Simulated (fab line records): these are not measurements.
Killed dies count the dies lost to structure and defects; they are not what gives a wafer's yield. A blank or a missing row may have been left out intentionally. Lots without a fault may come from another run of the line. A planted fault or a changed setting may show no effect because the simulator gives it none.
A struck lot beside a sound one -- flow sky130 -- 22 out of 708 route steps
Sound: these wafers, L717.1, L717.2, L717.5. Struck: wafers L730.2, L730.3, L730.5. The cause is given at the end.
Per side, at each step with rows, come the tool, then ch with its chambers, and then its first start. Under that, the readings that differ: sound wafers -- struck wafers -- difference of the means -- sigmas: that difference in standard deviations of wafers without a fault.
alike: readings whose means differ by less than 2 such deviations, and words and numbers that are the same on both sides. not compared: withheld readings, readings that some wafer has no value for, bounds like >300 that may hide the same value, and numbers for which the record gives no deviation and whose values overlap.
The two part at a step that has a row with sigmas, a row that says differs or no value, or rows on one side only. Numbers that don't overlap but have no deviation are shown without sigmas and don't part them. Lack of a reading on every wafer of one side parts them only where that side has two or more wafers.

SKY_POLY_GATE_THK_MEAS_21:
  struck on film_metro-01, day 24 11:30; sound on film_metro-02, day 20 02:55
reading,sound,struck,difference,sigmas
POLY_GATE_OXIDATION_THK (nm),3.95 3.90 4.00,4.11 4.09 4.17,+0.17,+2
SKY_POLY_GATE_CD_MEAS_22:
  struck on cd_sem-02, day 24 11:34; sound on cd_sem-01, day 20 02:58
  alike: cd_nm
then, 7 steps without rows for these wafers: SKY_LDD_N_DEHYDRATE_00 (time 60 s); SKY_LDD_N_HMDS_01 (prime time 60 s); SKY_LDD_N_COAT_02 (resist thk 300 nm); SKY_LDD_N_SOFTBAKE_03 (time 60 s); SKY_LDD_N_EXPOSE_04 (exposes mask NTM, target cd 840 nm); SKY_LDD_N_PEB_05; SKY_LDD_N_DEVELOP_06 (develop time 60 s).
SKY_LDD_N_OVL_MEAS_07:
  struck on overlay-01, day 25 16:48; sound on overlay-02, day 21 09:26
reading,sound,struck,difference,sigmas
LDD_N_OVL (nm),-2.0 -2.7 -3.5,0.8 1.0 0.5,+3.5,+2
then, 2 steps without rows for these wafers: SKY_LDD_N_IMPLANT_08; SKY_LDD_N_IMPLANT_09.
SKY_LDD_N_IMPLANT_10:
  sound on implanter-01 ch 0, day 21 09:47; struck on implanter-03 ch 0, day 25 17:28
then, 5 steps without rows for these wafers: SKY_LDD_N_IMPLANT_11; SKY_LDD_N_IMPLANT_12; SKY_LDD_N_IMPLANT_13; SKY_LDD_N_IMPLANT_14; SKY_LDD_N_IMPLANT_15.
SKY_LDD_N_STRIP_16: strips in O2/N2.
  sound on plasma_asher-02 ch 0,1, day 21 10:41; struck on plasma_asher-02 ch 0,1, day 25 18:21
reading,sound,struck,difference,sigmas
strip_time_to_endpoint_s (s),4.275 4.296 4.301,4.507 4.527 4.514,+0.225,+15
  alike: drypump_motor_current_A, oes_product_au
  not compared: rf_hours_counter_h
SKY_LDD_N_TW_MEAS_17:
  struck on film_metro-02, day 25 18:28; sound on film_metro-04, day 21 10:47
  alike: LDD_N_TW
then, 1 step without rows for these wafers: SKY_LDD_P_DEHYDRATE_00 (time 60 s).
-- record jumps: 25 days separate the struck wafers' starts on either side; left off in module LDD_P, taken up again in module PAD_OPEN, whose first shown step is the route's number 708 --
SKY_PAD_OPEN_PROBE_99:
  struck on prober-01, day 50 22:25; sound on prober-01, day 48 07:31
reading,sound,struck,difference,sigmas
model.etest.tip_n.rs_ohm_sq,443.1 439.5 440.9,395.9 391.1 395.3,-47.1,
  alike: killed_at_M0_to_M3, killed_at_M4_up, killed_at_contacts, killed_at_front_end, killed_at_other, killed_dies, killed_on_rim, killed_open, killed_short
  not compared: model.etest.nfet_01v8_swapped.vt_sat_v, model.etest.nfet_01v8_turned.vt_sat_v

## WHERE THEY PART
At SKY_POLY_GATE_THK_MEAS_21 first; at SKY_LDD_N_STRIP_16 last (within this record only). Later steps at which nothing parts them and some readings are alike: SKY_LDD_N_TW_MEAS_17, SKY_PAD_OPEN_PROBE_99.

WHY: what had been put in by the simulator
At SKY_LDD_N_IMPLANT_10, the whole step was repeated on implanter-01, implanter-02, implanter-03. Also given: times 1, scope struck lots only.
